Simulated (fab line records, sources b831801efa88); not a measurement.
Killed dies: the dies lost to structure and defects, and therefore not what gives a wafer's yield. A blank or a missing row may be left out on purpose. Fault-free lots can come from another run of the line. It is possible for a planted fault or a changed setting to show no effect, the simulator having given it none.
Check for tools in common + flow sky130 + 12 lots, 42 wafers sampled

WHY THIS WAS OPENED
Of 12 lots, 2 have the reading SONOS_ONO_OXIDATION_THK flagged at SKY_SONOS_ONO_THK_MEAS_01. Wafers without a fault read 2.59 nm, standard deviation 0.06.
Rule: a lot is flagged when every wafer of it that has a number lies more than 4 standard deviations from that mean, or none has a number. The other lots count as sound.

| lot  | measured     | on            | SONOS_ONO_OXIDATION_THK (nm), wafer by wafer | flag    |
|------|--------------|---------------|----------------------------------------------|---------|
| L586 | day 11 14:20 | film metro-01 | 2.67 2.61 2.53                               |         |
| L587 | day 12 13:59 | film metro-02 | 2.53 2.58 2.54                               |         |
| L588 | day 12 14:32 | film metro-03 | 2.52 2.54 2.60                               |         |
| L589 | day 12 15:52 | film metro-03 | 2.69 2.66 2.63                               |         |
| L591 | day 12 19:00 | film metro-02 | 2.69 2.68 2.71                               |         |
| L590 | day 12 20:20 | film metro-02 | 2.75 2.67 2.73                               |         |
| L598 | day 15 09:35 | film metro-01 | 2.07 2.07 2.01 2.13 2.07 2.03                | FLAGGED |
| L599 | day 15 16:57 | film metro-02 | 2.10 2.12 2.14 2.07 2.13 2.11                | FLAGGED |
| L601 | day 16 08:04 | film metro-03 | 2.56 2.53 2.57                               |         |
| L605 | day 17 20:25 | film metro-02 | 2.54 2.58 2.51                               |         |
| L606 | day 18 13:48 | film metro-02 | 2.61 2.57 2.59                               |         |
| L607 | day 19 14:36 | film metro-03 | 2.57 2.53 2.60                               |         |
The mean of the flagged lots' numbers is 2.09 nm, -0.50 nm from the usual (-8 standard deviations).

WHICH TOOL EACH LOT WENT THROUGH
The record holds 1 process step before the reading, out of a route of 708 steps. Each cell gives the tool, then ch followed by the chambers the sampled wafers passed through, then the start.
| lot  | flag    | SKY_SONOS_ONO_OXIDATION_00    |
|------|---------|-------------------------------|
| L586 |         | furnace-02 ch 0, day 11 12:59 |
| L587 |         | furnace-01 ch 0, day 12 12:38 |
| L588 |         | furnace-02 ch 0, day 12 13:11 |
| L589 |         | furnace-02 ch 0, day 12 14:32 |
| L591 |         | furnace-02 ch 0, day 12 17:38 |
| L590 |         | furnace-02 ch 0, day 12 18:59 |
| L598 | FLAGGED | furnace-02 ch 0, day 15 08:14 |
| L599 | FLAGGED | furnace-02 ch 0, day 15 15:35 |
| L601 |         | furnace-01 ch 0, day 16 06:43 |
| L605 |         | furnace-01 ch 0, day 17 19:04 |
| L606 |         | furnace-01 ch 0, day 18 12:27 |
| L607 |         | furnace-02 ch 0, day 19 13:16 |
What is done by these steps:
- SKY_SONOS_ONO_OXIDATION_00: stabilise 600 s, purge 300 s, target thk 2.6 nm.
- SKY_SONOS_ONO_THK_MEAS_01

FLAGGED OVER TOTAL, TOOL BY TOOL (the gauges that took the reading come last)
| step                       | tool          | lots run | flagged | share of the flagged lots | sound lots run after its first flagged lot |
|----------------------------|---------------|----------|---------|---------------------------|--------------------------------------------|
| SKY_SONOS_ONO_OXIDATION_00 | furnace-01    | 4        | 0       | none                      | -                                          |
| SKY_SONOS_ONO_OXIDATION_00 | furnace-02    | 8        | 2       | all                       | 1 (L607)                                   |
| SKY_SONOS_ONO_THK_MEAS_01  | film metro-01 | 2        | 1       | some                      | 0                                          |
| SKY_SONOS_ONO_THK_MEAS_01  | film metro-02 | 6        | 1       | some                      | 2 (L605,L606)                              |
| SKY_SONOS_ONO_THK_MEAS_01  | film metro-03 | 4        | 0       | none                      | -                                          |

WHAT IS ALLOWED BY THE TABLE
In the table, 1 row covers all flagged lots: furnace-02 at SKY_SONOS_ONO_OXIDATION_00.
- furnace-02 at SKY_SONOS_ONO_OXIDATION_00: 2 of its 8 lots flagged. Sound lots ran on it after the first flagged one (L607), which a lasting fault on the whole tool wouldn't allow. Its own readings (spike tc centre C, spike tc lower C, spike tc top C, spike tc upper C, tube center temp C, tube_center_temp_C_max) fall more than 4 standard deviations out on all wafers of the flagged lots.
Every row of the table either missed a flagged lot or ran a sound lot after the first.

WHAT THE SIMULATOR PUT IN
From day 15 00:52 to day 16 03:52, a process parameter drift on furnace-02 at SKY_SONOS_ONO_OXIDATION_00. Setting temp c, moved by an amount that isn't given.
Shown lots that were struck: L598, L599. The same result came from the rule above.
